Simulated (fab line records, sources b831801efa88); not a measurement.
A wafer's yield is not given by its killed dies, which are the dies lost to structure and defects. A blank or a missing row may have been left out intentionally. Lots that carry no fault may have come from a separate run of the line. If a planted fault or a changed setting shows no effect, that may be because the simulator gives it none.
A struck lot beside a sound one | flow gf180mcu | 27 steps out of a route of 602
Sound: wafers L555.2, L555.3, L555.5. The struck wafers were L539.2, L539.5, L539.6. Last of all comes the cause.
Order at every step that has rows: each side's tool, ch and its chambers, its first start. Under that, the readings that differ: sound wafers | struck wafers | difference of the means | sigmas: that difference in standard deviations of wafers without a fault.
alike: a reading whose means differ by less than 2 such deviations, as well as words and numbers matching on both sides. not compared: withheld readings; readings where some wafer has no value; bounds like >300 that might hide an equal value; numbers whose values overlap and for which the record gives no deviation.
The two part at a step that has a row with sigmas, a row that says differs or no value, or rows on one side only. When numbers do not overlap yet have no deviation, they are printed without sigmas and do not part them. Lack of a reading on every wafer of one side parts them only where that side has two or more wafers.

first, 5 steps without rows for these wafers: GF_V3_ETCH_16 (etches BARC in N2/H2); GF_V3_ETCH_17 (etches SiO2 in C4F8/O2/Ar, stops on TiN, target depth 635 nm); GF_V3_STRIP_18 (strips in O2/N2); GF_V3_STRIP_19 (strips in post etch residue remover, time 1200 s); GF_V3_CLEAN_20 (cleans in DIW).
GF_V3_SPUTTER_21: material Ti, target thk 15 nm, time 80.02 s.
  sound on pvd_sputter-03 at day 29 06:23; struck on pvd_sputter-01 at day 24 13:22
  alike: cathode_dc_power_W, chamber_pressure_pa, throttle_valve_pct
then, 2 steps without rows for these wafers: GF_V3_SPUTTER_22 (material TiN, target thk 10 nm, time 40 s); GF_V3_CVD_23 (deposits W, target thk 350 nm, time 104.9 s).
GF_V3_RS_MEAS_24: a four-point-probe measurement.
  sound on film_metro-02 at day 29 06:37; struck on film_metro-04 at day 24 13:36
  alike: V3_W_RS
GF_V3_THK_MEAS_25: measures by xrf.
  sound on film_metro-02 at day 29 06:44; struck on film_metro-04 at day 24 13:43
  alike: V3_W_THK
GF_V3_CMP_26: polishes, stops on SiO2, t overpolish 15 s, target thk 0 nm.
  sound on cmp-02 ch 1,3, day 29 06:47; struck on cmp-01 ch 2,3, day 24 13:46
  alike: motor_current_A, overpolish_run_s, retaining_ring_pressure_frac, time_to_endpoint_s
GF_M4_SPUTTER_00: material Ti, target thk 37.5 nm, time 150 s.
  sound on pvd_sputter-04 at day 29 07:05; struck on pvd_sputter-02 at day 24 14:04
  alike: cathode_dc_power_W, chamber_pressure_pa, throttle_valve_pct
GF_M4_SPUTTER_01: material TiN, target thk 30 nm, time 25 s.
  sound on pvd_sputter-04 at day 29 07:11; struck on pvd_sputter-02 at day 24 14:10
  no value came back on the struck wafers for cathode_dc_power_W (W), chamber_pressure_pa (Pa), throttle_valve_pct (%); on the sound wafers cathode_dc_power_W (W) reads 6498.2 6500.6 6501.0
GF_M4_SPUTTER_02: material AlCu, target thk 450 nm, time 23.9 s.
  sound on pvd_sputter-04 at day 29 07:13; struck on pvd_sputter-02 at day 24 14:11
  alike: cathode_dc_power_W, chamber_pressure_pa, throttle_valve_pct
then, 9 steps without rows for these wafers: GF_M4_SPUTTER_03 (material Ti, target thk 10 nm, time 6.7 s); GF_M4_SPUTTER_04 (material TiN, target thk 50 nm, time 41.7 s); GF_M4_DEHYDRATE_07 (time 60 s); GF_M4_HMDS_08 (prime time 60 s); GF_M4_COAT_09 (resist thk 1000 nm); GF_M4_SOFTBAKE_10 (time 60 s); GF_M4_EXPOSE_11 (exposes mask Metal4, target cd 280 nm); GF_M4_PEB_12 (peb time 90 s); GF_M4_DEVELOP_13 (develop time 60 s).
GF_M4_CD_MEAS_14 targets a cd of 280 nm.
  sound on cd_sem-01 at day 30 01:49; struck on cd_sem-01 at day 25 11:49
  alike: cd_nm
GF_M4_OVL_MEAS_15:
  sound on overlay-02 at day 30 01:56; struck on overlay-01 at day 25 11:56
  alike: M4_OVL
GF_M4_METAL_ETCH_16: etches the open film in Cl2/BCl3, stops on SiO2, target depth 627.5 nm, time 104.6 s.
  sound on rie_metal-01 ch 0,1, day 30 01:58; struck on rie_metal-02 ch 0,1, day 25 11:58
  reading                | sound                | struck               | difference | sigmas
  oes_product_au (a.u.)  | 0.975 0.969 0.977    | 0.940 0.940 0.943    | -0.033     | -6
  throttle_valve_pct (%) | 28.243 28.246 28.242 | 28.277 28.293 28.284 | +0.041     | +4
  alike: drypump_motor_current_A, he_backside_leak_sccm
  not compared: rf_hours_counter_h
GF_M4_STRIP_17: strips in O2/N2.
  sound on plasma_asher-04 ch 0,1, day 30 02:04; struck on plasma_asher-04 ch 0,1, day 25 12:04
  alike: drypump_motor_current_A, heater_power_w, oes_product_au, strip_time_to_endpoint_s
  not compared: rf_hours_counter_h

== WHERE THEY PART ==
First at GF_M4_SPUTTER_01; last, within this record, at GF_M4_METAL_ETCH_16. Later steps at which nothing parts them and some readings are alike: GF_M4_STRIP_17.

WHY: what had been put in by the simulator
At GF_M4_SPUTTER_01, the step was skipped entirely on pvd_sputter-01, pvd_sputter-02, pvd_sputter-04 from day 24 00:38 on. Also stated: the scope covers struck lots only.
